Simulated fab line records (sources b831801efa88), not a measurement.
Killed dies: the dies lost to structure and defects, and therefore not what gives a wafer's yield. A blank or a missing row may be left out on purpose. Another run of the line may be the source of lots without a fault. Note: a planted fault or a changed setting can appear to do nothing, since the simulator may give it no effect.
fab line records	flow sky130
[record] lots = 5	wafers = 23
route steps=708 shown VIA4@645 METAL5@661 PASSIVATION@683 PAD_OPEN@696
start-h: hours from the record's opening day to when the first of the lot's shown wafers began	wait-h: time in hours since the lot's previous step	" same as the row above	L1.1+2: a row that stands for several wafers	- no value, or no start given	* or withheld: withheld	< > ~ a bound
route shown NAME@n: names a module that has steps shown in the file, with the first one's number in the route	usual: mean/standard deviation taken from wafers without a fault	same: alike in all rows	chamber/n: place in a boat	sites: readings site by site	_std_site: the values' standard deviation	_edge_site: the outer-site mean with the inner-site mean subtracted	radius-mm: for every site, how far away it sits from the centre of the wafer	mask NAME#n: copy n	behind: the last tool/chamber to shape the wafer	hold: what put the lot on hold/how long, in hours/how the hold closed	device: transistor that didn't switch, given as n, p or np	end of line: the tests these same wafers got at the end of their route	for a step that has no rows: nothing shown but its recipe	killed: dies lost to structure and defects at the first sort, not the wafer's yield	map: the dies of a wafer, with x for killed, . for not killed, _ for no die there
set.NAME: the setting as run; set.NAME@STEP: as run at that earlier step	model.NAME: the simulator's own value behind a step, which no gauge read
lots with deliberately changed settings; one table per step, one row per wafer
[[steps]]
[step SKY_VIA4_COAT_06]
[recipe] resist = NOVOLAK	spin-rpm = 3000	resist-thk-nm = 1140
lot.wafer	tool	chamber	start-h	wait-h	set.spin-rpm	model.NOVOLAK_of_VIA4_COAT_06.thk-nm
L078.2+6	litho-track-01	0	1024.96	0.1	3000	1144
L078.3	"	0	"	"	3000	1145
L079.1+6	litho-track-04	0	1029.49	0.1	3000	1140
L079.2	"	0	"	"	3000	1136
L079.4	"	0	"	"	3061	1126
L079.5	"	0	"	"	3061	1128
L080.1	litho-track-04	0	1035.69	0.1	3000	1140
L080.2+4	"	0	"	"	3000	1141
L080.5	"	0	"	"	3000	1139
L080.6	"	0	"	"	3000	1142
L081.1+3+4	litho-track-01	0	1040.79	0.1	3000	1139
L081.2	"	0	"	"	3000	1137
L081.5	"	0	"	"	3000	1134
L085.1	litho-track-01	0	1071.94	0.1	3000	1141
L085.2	"	0	"	"	2881	1166
L085.3	"	0	"	"	2881	1161
L085.4	"	0	"	"	3000	1142
L085.5	"	0	"	"	2881	1162
[step SKY_VIA4_SOFTBAKE_07]
[recipe] temp-c = 90	time-s = 60	resist = NOVOLAK
[step SKY_VIA4_EXPOSE_08]
[recipe] mask-id = VIM4	na = 0.6	source-shape = conventional	sigma-outer = 0.6	polarization = unpolarized	target-cd-nm = 800	dose-mj = 132
[step SKY_VIA4_DEVELOP_10]
[recipe] resist = NOVOLAK	developer = TMAH	develop-time-s = 60	dev-temp-c = 24.02
[step SKY_VIA4_ETCH_12]
[recipe] target = SiO2	chemistry = C4F8/O2/Ar	stop-on = TiN	mask-material = NOVOLAK	source-w = 1500	bias-w = 1200	pressure-mtorr = 40	c4f8-flow-sccm = withheld	O2_flow_sccm = 6	Ar_flow_sccm = 300	time-s = withheld	target-depth-a = 5800
lot.wafer	tool	chamber	start-h	wait-h	set.spin-rpm@VIA4_COAT_06	model.NOVOLAK_of_VIA4_COAT_06.thk-nm
L078.2+3	rie-diel-03	3,2	1037.28	0.0	3000	1013
L078.6	"	3	"	"	3000	1012
L079.1	rie-diel-01	3	1041.42	0.0	3000	1009
L079.2	"	1	"	"	3000	1002
L079.4	"	2	"	"	3061	993.7
L079.5	"	0	"	"	3061	996.4
L079.6	"	1	"	"	3000	1004
L080.1+5+6	rie-diel-01	2,2,1	1046.58	0.0	3000	1006
L080.2	"	0	"	"	3000	1007
L080.4	"	3	"	"	3000	1010
L081.1	rie-diel-03	2	1051.53	0.0	3000	1007
L081.2	"	0	"	"	3000	1002
L081.3	"	3	"	"	3000	1009
L081.4	"	3	"	"	3000	1008
L081.5	"	0	"	"	3000	998.5
L085.1	rie-diel-03	1	1083.03	0.0	3000	1009
L085.2	"	2	"	"	2881	1034
L085.3	"	3	"	"	2881	1028
L085.4	"	0	"	"	3000	1007
L085.5	"	3	"	"	2881	1030
[step SKY_VIA4_STRIP_13]
[recipe] chemistry = O2/N2	power-w = 1400	pressure-mtorr = 1500	platen-temp-c = withheld	o2-flow-sccm = 3000	n2-flow-sccm = 300	overash-fraction = 0.5
[usual] strip-time-to-endpoint-s = 12.801/0.027
lot.wafer	tool	chamber	start-h	wait-h	set.spin-rpm@VIA4_COAT_06	strip-time-to-endpoint-s
L078.2	plasma-asher-03	0	1037.35	-	3000	12.821
L078.3	"	0	"	"	3000	12.827
L078.6	"	1	"	"	3000	12.812
L079.1	plasma-asher-01	1	1041.50	-	3000	12.750
L079.2	"	0	"	"	3000	12.767
L079.4	"	1	"	"	3061	12.677
L079.5	"	0	"	"	3061	12.695
L079.6	"	1	"	"	3000	12.797
L080.1	plasma-asher-03	0	1046.65	-	3000	12.807
L080.2	"	1	"	"	3000	12.821
L080.4	"	0	"	"	3000	12.785
L080.5	"	1	"	"	3000	12.813
L080.6	"	0	"	"	3000	12.799
L081.1	plasma-asher-01	1	1051.60	-	3000	12.815
L081.2	"	0	"	"	3000	12.769
L081.3	"	1	"	"	3000	12.770
L081.4	"	0	"	"	3000	12.832
L081.5	"	0	"	"	3000	12.737
L085.1	plasma-asher-01	0	1083.10	-	3000	12.770
L085.2	"	1	"	"	2881	13.068
L085.3	"	1	"	"	2881	13.002
L085.4	"	0	"	"	3000	12.809
L085.5	"	0	"	"	2881	13.021
[step SKY_VIA4_CVD_18]
[recipe] material = W	target-thk-nm = 505	time-s = 152.14	temp-c = 400	pressure-torr = 40
lot.wafer	tool	chamber	start-h	wait-h	set.pressure-torr	model.W_of_VIA4_CVD_18.thk-nm
L078.2	cvd-w-01	0	1038.00	0.0	40	498.3
L078.3	"	1	"	"	40	498.2
L078.6	"	1	"	"	40	500.9
L079.1	cvd-w-01	1	1042.15	0.0	36.62	476.7
L079.2	"	1	"	"	36.62	476
L079.4	"	1	"	"	36.62	468.8
L079.5	"	1	"	"	36.62	479.5
L079.6	"	1	"	"	36.62	475.9
L080.1	cvd-w-01	1	1047.49	0.0	45.01	538.5
L080.2	"	1	"	"	45.01	535.7
L080.4	"	1	"	"	45.01	533.9
L080.5	"	1	"	"	45.01	534.4
L080.6	"	1	"	"	45.01	535.2
L081.1	cvd-w-02	1	1052.29	0.0	35.37	472.4
L081.2	"	0	"	"	35.37	471.6
L081.3	"	0	"	"	35.37	478.4
L081.4	"	1	"	"	35.37	468.3
L081.5	"	0	"	"	35.37	481.2
L085.1	cvd-w-02	0	1083.76	0.0	35.49	472.6
L085.2	"	1	"	"	35.49	473.1
L085.3	"	1	"	"	35.49	470.5
L085.4	"	0	"	"	35.49	477.2
L085.5	"	1	"	"	35.49	478.4
[step SKY_VIA4_RS_MEAS_19]
[recipe] thk-meas-gauge = four-point-probe	reads = W_of_VIA4_CVD_18+TiN_of_VIA4_SPUTTER_17
[usual] VIA4_W_RS = 0.2278/0.002
lot.wafer	tool	chamber	start-h	wait-h	set.pressure-torr@VIA4_CVD_18	VIA4_W_RS[ohm/sq]
L078.2	film-metro-01	-	1038.18	0.1	40	0.2292
L078.3	"	-	"	"	40	0.2290
L078.6	"	-	"	"	40	0.2280
L079.1	film-metro-03	-	1042.45	0.3	36.62	0.2398
L079.2	"	-	"	"	36.62	0.2402
L079.4	"	-	"	"	36.62	0.2434
L079.5	"	-	"	"	36.62	0.2380
L079.6	"	-	"	"	36.62	0.2399
L080.1	film-metro-03	-	1047.79	0.3	45.01	0.2120
L080.2	"	-	"	"	45.01	0.2134
L080.4	"	-	"	"	45.01	0.2138
L080.5	"	-	"	"	45.01	0.2136
L080.6	"	-	"	"	45.01	0.2134
L081.1	film-metro-01	-	1052.45	0.1	35.37	0.2419
L081.2	"	-	"	"	35.37	0.2421
L081.3	"	-	"	"	35.37	0.2386
L081.4	"	-	"	"	35.37	0.2435
L081.5	"	-	"	"	35.37	0.2366
L085.1	film-metro-01	-	1083.91	0.1	35.49	0.2414
L085.2	"	-	"	"	35.49	0.2416
L085.3	"	-	"	"	35.49	0.2425
L085.4	"	-	"	"	35.49	0.2393
L085.5	"	-	"	"	35.49	0.2385
[step SKY_VIA4_THK_MEAS_20]
[recipe] thk-meas-gauge = xrf	reads = W_of_VIA4_CVD_18
[usual] VIA4_W_THK = 492/5.1
lot.wafer	tool	chamber	start-h	wait-h	set.pressure-torr@VIA4_CVD_18	VIA4_W_THK[nm]
L078.2	film-metro-01	-	1038.29	0.1	40	489
L078.3	"	-	"	"	40	489
L078.6	"	-	"	"	40	492
L079.1	film-metro-03	-	1042.57	0.1	36.62	469
L079.2	"	-	"	"	36.62	470
L079.4	"	-	"	"	36.62	464
L079.5	"	-	"	"	36.62	474
L079.6	"	-	"	"	36.62	468
L080.1	film-metro-03	-	1047.91	0.1	45.01	527
L080.2	"	-	"	"	45.01	528
L080.4	"	-	"	"	45.01	525
L080.5	"	-	"	"	45.01	528
L080.6	"	-	"	"	45.01	528
L081.1	film-metro-01	-	1052.57	0.1	35.37	464
L081.2	"	-	"	"	35.37	461
L081.3	"	-	"	"	35.37	469
L081.4	"	-	"	"	35.37	459
L081.5	"	-	"	"	35.37	473
L085.1	film-metro-01	-	1084.03	0.1	35.49	466
L085.2	"	-	"	"	35.49	463
L085.3	"	-	"	"	35.49	459
L085.4	"	-	"	"	35.49	468
L085.5	"	-	"	"	35.49	466
[step SKY_METAL5_SPUTTER_00]
[recipe] material = Ti	target-thk-nm = 15	power-w = 3000	time-s = 10	chamber-pressure-pa = 0.4
lot.wafer	tool	chamber	start-h	wait-h	set.power-w	model.Ti_of_METAL5_SPUTTER_00.thk-nm
L078.2	pvd-sputter-04	-	1038.64	0.2	3000	14.84
L078.3	"	-	"	"	3000	14.8
L078.6	"	-	"	"	3000	15.23
L079.1	pvd-sputter-03	-	1042.93	0.2	3224	16.02
L079.2	"	-	"	"	3000	14.94
L079.4	"	-	"	"	3000	14.84
L079.5	"	-	"	"	3224	15.91
L079.6	"	-	"	"	3224	16.11
L080.1	pvd-sputter-04	-	1048.31	0.2	3000	15.18
L080.2	"	-	"	"	3205	16.14
L080.4	"	-	"	"	3205	16.37
L080.5	"	-	"	"	3000	15.03
L080.6	"	-	"	"	3205	16.32
L081.1	pvd-sputter-03	-	1052.93	0.2	3342	16.7
L081.2	"	-	"	"	3000	14.84
L081.3	"	-	"	"	3000	14.92
L081.4	"	-	"	"	3342	16.61
L081.5	"	-	"	"	3342	16.67
L085.1	pvd-sputter-03	-	1084.66	0.2	3000	14.83
L085.2	"	-	"	"	3319	16.3
L085.3	"	-	"	"	3000	14.76
L085.4	"	-	"	"	3000	14.68
L085.5	"	-	"	"	3319	16.4
[step SKY_METAL5_DEVELOP_13]
[recipe] resist = NOVOLAK	developer = TMAH	develop-time-s = 60	dev-temp-c = 23
lot.wafer	tool	chamber	start-h	wait-h	set.develop-time-s
L078.2+3+6	litho-track-02	0	1060.83	0.1	60
L079.1+4+6	litho-track-01	0	1064.89	0.1	63.33
L079.2+5	"	0	"	"	60
L080.1+4+6	litho-track-01	0	1069.64	0.1	60
L080.2+5	"	0	"	"	52.95
L081.1+2+5	litho-track-03	0	1073.88	0.1	60
L081.3+4	"	0	"	"	55.03
L085.1+2	litho-track-02	0	1104.76	0.1	56.65
L085.3+4+5	"	0	"	"	60
[step SKY_METAL5_DESCUM_14]
[recipe] chemistry = O2	source-power-w = 150	bias-power-w = 0	pressure-mtorr = 10	temp-c = 40	time-s = 11
lot.wafer	tool	chamber	start-h	wait-h	set.develop-time-s@METAL5_DEVELOP_13	model.METAL5.cd-nm
L078.2	rie-metal-03	0	1060.96	0.1	60	1599
L078.3	"	1	"	"	60	1603
L078.6	"	1	"	"	60	1602
L079.1	rie-metal-03	0	1065.04	0.1	63.33	1594
L079.2	"	1	"	"	60	1595
L079.4	"	1	"	"	63.33	1590
L079.5	"	0	"	"	60	1598
L079.6	"	1	"	"	63.33	1593
L080.1	rie-metal-01	1	1069.79	0.1	60	1598
L080.2	"	0	"	"	52.95	1613
L080.4	"	0	"	"	60	1600
L080.5	"	1	"	"	52.95	1610
L080.6	"	0	"	"	60	1599
L081.1+5	rie-metal-03	0	1074.03	0.1	60	1597
L081.2	"	1	"	"	60	1598
L081.3	"	0	"	"	55.03	1607
L081.4	"	1	"	"	55.03	1606
L085.1	rie-metal-04	1	1104.91	0.1	56.65	1605
L085.2	"	0	"	"	56.65	1604
L085.3	"	1	"	"	60	1598
L085.4	"	0	"	"	60	1600
L085.5	"	1	"	"	60	1601
[step SKY_PASSIVATION_CVD_02]
[recipe] material = Si3N4	target-thk-nm = 540	temp-c = 400	time-s = withheld	rf-w = 450
lot.wafer	tool	chamber	start-h	wait-h	set.rf-w	model.Si3N4_of_PASSIVATION_CVD_02.thk-nm
L078.2+6	pecvd-02	1,2	1061.95	0.0	450	536.4
L078.3	"	1	"	"	450	540.9
L079.1	pecvd-03	2	1066.08	0.1	450	545.8
L079.2	"	1	"	"	450	544.5
L079.4	"	0	"	"	473.6	560.5
L079.5	"	2	"	"	450	548.1
L079.6	"	1	"	"	473.6	562.2
L080.1	pecvd-02	1	1070.94	0.1	468.9	542.2
L080.2	"	2	"	"	450	537.4
L080.4	"	2	"	"	450	548.1
L080.5	"	2	"	"	450	538.3
L080.6	"	2	"	"	468.9	547.1
L081.1	pecvd-02	2	1075.03	0.1	450	535.3
L081.2	"	2	"	"	450	538.1
L081.3	"	2	"	"	396.5	523.2
L081.4	"	2	"	"	450	542.1
L081.5	"	2	"	"	396.5	521.4
L085.1	pecvd-03	0	1105.85	0.1	450	539.6
L085.2	"	2	"	"	450	541.1
L085.3	"	1	"	"	406.4	525.4
L085.4	"	0	"	"	450	547.8
L085.5	"	1	"	"	406.4	530.7
[step SKY_PASSIVATION_THK_MEAS_03]
[recipe] reads = Si3N4_of_PASSIVATION_CVD_02
[usual] PASSIVATION_CVD_02_THK = 540/6
lot.wafer	tool	chamber	start-h	wait-h	set.rf-w@PASSIVATION_CVD_02	PASSIVATION_CVD_02_THK[nm]
L078.2	film-metro-03	-	1062.30	-	450	537
L078.3	"	-	"	"	450	540
L078.6	"	-	"	"	450	537
L079.1	film-metro-02	-	1066.30	-	450	546
L079.2	"	-	"	"	450	544
L079.4	"	-	"	"	473.6	561
L079.5	"	-	"	"	450	548
L079.6	"	-	"	"	473.6	562
L080.1	film-metro-02	-	1071.50	-	468.9	542
L080.2	"	-	"	"	450	537
L080.4	"	-	"	"	450	547
L080.5	"	-	"	"	450	539
L080.6	"	-	"	"	468.9	548
L081.1	film-metro-04	-	1075.71	-	450	536
L081.2	"	-	"	"	450	538
L081.3	"	-	"	"	396.5	523
L081.4	"	-	"	"	450	542
L081.5	"	-	"	"	396.5	521
L085.1	film-metro-02	-	1106.08	-	450	540
L085.2	"	-	"	"	450	541
L085.3	"	-	"	"	406.4	525
L085.4	"	-	"	"	450	548
L085.5	"	-	"	"	406.4	531
[step SKY_PAD_OPEN_COAT_02]
[recipe] spin-rpm = 2000	resist-thk-nm = 3000
lot.wafer	tool	chamber	start-h	wait-h	set.resist-thk-nm	model.coat_of_PAD_OPEN_COAT_02.thk-nm
L078.2	litho-track-04	0	1092.17	0.1	3000	3001
L078.3	"	0	"	"	3000	3014
L078.6	"	0	"	"	3000	2998
L079.1	litho-track-03	0	1096.93	0.1	3062	3062
L079.2	"	0	"	"	3000	2998
L079.4	"	0	"	"	3062	3057
L079.5	"	0	"	"	3062	3065
L079.6	"	0	"	"	3000	2994
L080.1	litho-track-02	0	1101.71	0.1	3000	2991
L080.2	"	0	"	"	3000	2993
L080.4	"	0	"	"	3162	3157
L080.5	"	0	"	"	3000	2986
L080.6	"	0	"	"	3162	3151
L081.1+5	litho-track-02	0	1107.51	0.1	3000	3001
L081.2	"	0	"	"	3124	3125
L081.3	"	0	"	"	3000	3007
L081.4	"	0	"	"	3124	3118
L085.1	litho-track-04	0	1134.09	0.1	3000	2986
L085.2	"	0	"	"	3143	3130
L085.3	"	0	"	"	3143	3119
L085.4	"	0	"	"	3143	3135
L085.5	"	0	"	"	3000	2988
[[key]]
[split] step = SKY_VIA4_COAT_06	setting = spin-rpm	stated = 3000	by = wafer
[response] step = SKY_VIA4_COAT_06	reading = model.NOVOLAK_of_VIA4_COAT_06.thk-nm	change = -5.4	per = 1%	r = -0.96
[response] step = SKY_VIA4_ETCH_12	reading = model.NOVOLAK_of_VIA4_COAT_06.thk-nm	change = -5.58	per = 1%	r = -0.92
[response] step = SKY_VIA4_STRIP_13	reading = strip-time-to-endpoint-s	change = *	per = 1%	r = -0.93
[split] step = SKY_VIA4_CVD_18	setting = pressure-torr	stated = 40	by = lot
[response] step = SKY_VIA4_CVD_18	reading = model.W_of_VIA4_CVD_18.thk-nm	change = +2.6	per = 1%	r = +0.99
[response] step = SKY_VIA4_RS_MEAS_19	reading = VIA4_W_RS	change = -0.00117	per = 1%	r = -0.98
[response] step = SKY_VIA4_THK_MEAS_20	reading = VIA4_W_THK	change = +2.62	per = 1%	r = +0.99
[split] step = SKY_METAL5_SPUTTER_00	setting = power-w	stated = 3000	by = wafer
[response] step = SKY_METAL5_SPUTTER_00	reading = model.Ti_of_METAL5_SPUTTER_00.thk-nm	change = +0.155	per = 1%	r = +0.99
[split] step = SKY_METAL5_DEVELOP_13	setting = develop-time-s	stated = 60	by = wafer
[response] step = SKY_METAL5_DESCUM_14	reading = model.METAL5.cd-nm	change = -1.02	per = 1%	r = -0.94
[split] step = SKY_PASSIVATION_CVD_02	setting = rf-w	stated = 450	by = wafer
[response] step = SKY_PASSIVATION_CVD_02	reading = model.Si3N4_of_PASSIVATION_CVD_02.thk-nm	change = +1.53	per = 1%	r = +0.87
[response] step = SKY_PASSIVATION_THK_MEAS_03	reading = PASSIVATION_CVD_02_THK	change = +1.56	per = 1%	r = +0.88
[split] step = SKY_PAD_OPEN_COAT_02	setting = resist-thk-nm	stated = 3000	by = wafer
[response] step = SKY_PAD_OPEN_COAT_02	reading = model.coat_of_PAD_OPEN_COAT_02.thk-nm	change = +29.8	per = 1%	r = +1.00
